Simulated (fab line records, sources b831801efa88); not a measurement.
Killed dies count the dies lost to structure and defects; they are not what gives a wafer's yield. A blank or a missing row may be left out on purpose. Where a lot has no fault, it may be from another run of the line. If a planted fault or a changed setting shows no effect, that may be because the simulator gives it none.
A struck lot beside a sound one + flow gf180mcu + 16 out of 602 route steps
Sound: these wafers, L599.1, L599.3, L599.4. Struck: wafers L617.2, L617.3, L617.4. At the end, the cause is stated.
Per side, at each step with rows, come the tool, then ch with its chambers, and then its first start. Under that, the readings that differ: sound wafers + struck wafers + difference of the means + sigmas: that difference in standard deviations of wafers without a fault.
alike: a reading whose means differ by less than 2 such deviations, as well as words and numbers matching on both sides. not compared: withheld readings; readings where some wafer has no value; bounds like >300 that might hide an equal value; numbers whose values overlap and for which the record gives no deviation.
The two part at a step that has a row with sigmas, a row that says differs or no value, or rows on one side only. When numbers do not overlap yet have no deviation, they are printed without sigmas and do not part them. Lack of a reading on every wafer of one side parts them only where that side has two or more wafers.

first, 6 steps without rows for these wafers: GF_M4_HMDS_08 (prime time 60 s); GF_M4_COAT_09 (resist thk 1000 nm); GF_M4_SOFTBAKE_10 (time 60 s); GF_M4_EXPOSE_11 (exposes mask Metal4, target cd 280 nm); GF_M4_PEB_12 (peb time 90 s); GF_M4_DEVELOP_13 (develop time 60 s).
GF_M4_CD_MEAS_14 targets a cd of 280 nm.
  sound on cd_sem-02, day 23 23:30; struck on cd_sem-01, day 30 03:19
  alike: cd_nm
GF_M4_OVL_MEAS_15:
  sound on overlay-02, day 23 23:37; struck on overlay-02, day 30 03:26
  alike: M4_OVL
GF_M4_METAL_ETCH_16: etches the open film in Cl2/BCl3, stops on SiO2, target depth 627.5 nm, time 104.6 s.
  sound on rie_metal-03 ch 0,1, day 23 23:40; struck on rie_metal-01 ch 0,1, day 30 03:28
  alike: drypump_motor_current_A, oes_product_au, throttle_valve_pct
  not compared: rf_hours_counter_h
GF_M4_STRIP_17: strips in O2/N2.
  sound on plasma_asher-04 ch 0,1, day 23 23:46; struck on plasma_asher-04 ch 0,1, day 30 03:34
  alike: drypump_motor_current_A, heater_power_w, oes_product_au, platen_temp_c, strip_time_to_endpoint_s
  not compared: rf_hours_counter_h
then, 2 steps without rows for these wafers: GF_M4_STRIP_18 (strips in post etch residue remover, time 1200 s); GF_M4_CLEAN_19 (cleans in DIW).
GF_V4_CVD_00: deposits SiO2, target thk 600 nm, time 100 s.
  sound on hdpcvd-01 ch 0,1, day 24 00:19; struck on hdpcvd-01 ch 0,2, day 30 04:06
| reading                             | sound             | struck            | difference | sigmas      |
|-------------------------------------|-------------------|-------------------|------------|-------------|
| sih4_flow_sccm (sccm)               | 60.18 59.95 59.93 | 90.40 89.98 90.16 | +30.16     | +99 or more |
| model.SiO2_of_V4_CVD_00.thk_nm (nm) | 601.2 612.6 606.8 | 894.1 908 896.8   | +292.8     |             |
GF_V4_THK_MEAS_01:
  sound on film_metro-04, day 24 00:23; struck on film_metro-03, day 30 04:11
| reading            | sound       | struck      | difference | sigmas |
|--------------------|-------------|-------------|------------|--------|
| V4_CVD_00_THK (nm) | 601 613 607 | 894 908 897 | +293       | +38    |
GF_V4_CVD_02: deposits SiO2 from TEOS, target thk 850 nm, time 94.851 s.
  sound on pecvd-04 ch 0,2, day 24 00:26; struck on pecvd-03 ch 1,2, day 30 04:14
  alike: heater_power_w
following that, these wafers have no rows for 1 step: GF_PASSIVATION_PROBE_99.

== WHERE THEY PART ==
At GF_V4_CVD_00 first; at GF_V4_THK_MEAS_01 last (within this record only). Later steps at which nothing parts them and some readings are alike: GF_V4_CVD_02.

WHY: the cause the simulator had injected
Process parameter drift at GF_V4_CVD_00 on hdpcvd-01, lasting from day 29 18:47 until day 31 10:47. From 60, the setting sih4_flow_sccm moved by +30. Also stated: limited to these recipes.
